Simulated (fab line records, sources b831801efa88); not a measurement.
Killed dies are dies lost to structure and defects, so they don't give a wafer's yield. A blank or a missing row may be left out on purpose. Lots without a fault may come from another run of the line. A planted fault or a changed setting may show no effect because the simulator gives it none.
A struck lot beside a sound one | flow sky130 | 18 steps out of a route of 708
Sound: wafers L882.1, L882.2, L882.5. Struck: wafers L892.1, L892.4, L892.6. The cause comes at the end.
At each step with rows: each side's tool, then ch and its chambers, then its first start. Under that, the readings that differ: sound wafers | struck wafers | difference of the means | sigmas: that difference in standard deviations of wafers without a fault.
alike: readings whose means differ by less than 2 such deviations, and words and numbers that are the same on both sides. not compared: withheld readings, readings that some wafer has no value for, bounds like >300 that may hide the same value, and numbers for which the record gives no deviation and whose values overlap.
The two part at a step that has a row with sigmas, a row that says differs or no value, or rows on one side only. Numbers that don't overlap but have no deviation are shown without sigmas and don't part them. A reading that every wafer of one side lacks parts them only if that side has two wafers or more.

first, 3 steps without rows for these wafers: SKY_SONOS_ONO_WET_ETCH_18 (etches Si3N4 in H3PO4, target depth 15 nm, time 172 s); SKY_GATE_OXIDE_CLEAN_00 (cleans in SC1/SC2, time 150 s); SKY_GATE_OXIDE_OXIDATION_01 (stabilise 600 s, purge 300 s, target thk 10.268 nm).
SKY_GATE_OXIDE_THK_MEAS_02:
  sound on film_metro-03, day 14 23:04; struck on film_metro-03, day 18 15:49
  alike: GATE_OXIDE_OXIDATION_00_THK
then, 7 steps without rows for these wafers: SKY_GATE_OXIDE_DEHYDRATE_03 (time 60 s); SKY_GATE_OXIDE_HMDS_04 (prime time 60 s); SKY_GATE_OXIDE_COAT_05 (resist thk 1140 nm); SKY_GATE_OXIDE_SOFTBAKE_06 (time 60 s); SKY_GATE_OXIDE_EXPOSE_07 (exposes mask LVOM, target cd 600 nm); SKY_GATE_OXIDE_PEB_08; SKY_GATE_OXIDE_DEVELOP_09 (develop time 60 s).
SKY_GATE_OXIDE_OVL_MEAS_10:
  sound on overlay-01, day 16 03:21; struck on overlay-02, day 19 23:17
  alike: GATE_OXIDE_OVL
SKY_GATE_OXIDE_IMPLANT_11:
  sound on implanter-04 ch 0, day 16 03:23; struck on implanter-02 ch 0, day 19 23:19
  reading            | sound                            | struck                           | difference  | sigmas
  dose_ions_cm2      | 2.6006e+12 2.5952e+12 2.6016e+12 | 1.9319e+12 1.9341e+12 1.9354e+12 | -6.6533e+11 | -99 or more
  faraday_current_uA | 15.17 14.26 14.59                | 11.10 10.69 11.39                | -3.61       | -13
then, 1 step without rows for these wafers: SKY_GATE_OXIDE_WET_ETCH_12 (etches SiO2 in dHF, target depth 16.8 nm, time 336 s).
SKY_GATE_OXIDE_STRIP_13: strips in O2/N2.
  sound on plasma_asher-01 ch 0,1, day 16 03:38; struck on plasma_asher-04 ch 0,1, day 19 23:34
  alike: drypump_motor_current_A, n2_flow_sccm, oes_product_au, strip_time_to_endpoint_s
  not compared: rf_hours_counter_h
SKY_GATE_OXIDE_TW_MEAS_14:
  sound on film_metro-03, day 16 03:44; struck on film_metro-01, day 19 23:40
  reading       | sound             | struck            | difference | sigmas
  GATE_OXIDE_TW | 223.9 224.1 224.1 | 205.3 206.1 205.6 | -18.4      | -18
then, 1 step without rows for these wafers: SKY_GATE_OXIDE_CLEAN_15 (cleans in SC1/SC2, time 150 s).
-- the record jumps here: 30 days lie between the struck wafers' starts before and after (it left off in module GATE_OXIDE and takes up again in module PAD_OPEN, whose first step shown is number 708 of the route) --
SKY_PAD_OPEN_PROBE_99:
  sound on prober-02, day 48 01:40; struck on prober-02, day 50 03:56
  reading                                   | sound             | struck            | difference | sigmas
  model.etest.tip_p.rs_ohm_sq               | 6683 6710 6700    | 7138 7111 7169    | +442       |
  model.etest.pfet_01v8.r_on_ohm_um         | 2865 2858 2859    | 3066 3004 3175    | +221       |
  model.etest.nfet_01v8_lvt.drive_ua_um     | 540.7 555 558.5   | 610.9 624 599.8   | +60.2      |
  model.etest.nfet_01v8_turned.drive_ua_um  | 476.6 487.5 484.6 | 538.9 553.4 521.7 | +55.1      |
  model.etest.nfet_01v8.drive_ua_um         | 472.8 483.4 485.4 | 535.2 551.8 519.8 | +55.1      |
  model.etest.sram_nfet_pass.drive_ua_um    | 446.8 466.8 462.2 | 539.7 537.4 512.4 | +71.2      |
  model.etest.nfet_01v8_swapped.drive_ua_um | 476.4 485.8 484.8 | 535 548.5 523     | +53        |
  model.etest.pfet_01v8_lvt.drive_ua_um     | 173.9 177.2 176.9 | 143.3 145.6 141.3 | -32.6      |
  alike: killed_at_M0_to_M3, killed_at_M4_up, killed_at_contacts, killed_at_front_end, killed_at_other, killed_dies, killed_open, killed_short

WHERE THEY PART
First at SKY_GATE_OXIDE_IMPLANT_11; last, within this record, at SKY_GATE_OXIDE_TW_MEAS_14. Later steps at which nothing parts them and some readings are alike: SKY_PAD_OPEN_PROBE_99.

WHY: what the simulator had put in
Process parameter drift: implanter-02, from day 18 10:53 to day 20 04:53, at SKY_GATE_OXIDE_IMPLANT_11. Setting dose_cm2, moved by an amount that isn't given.
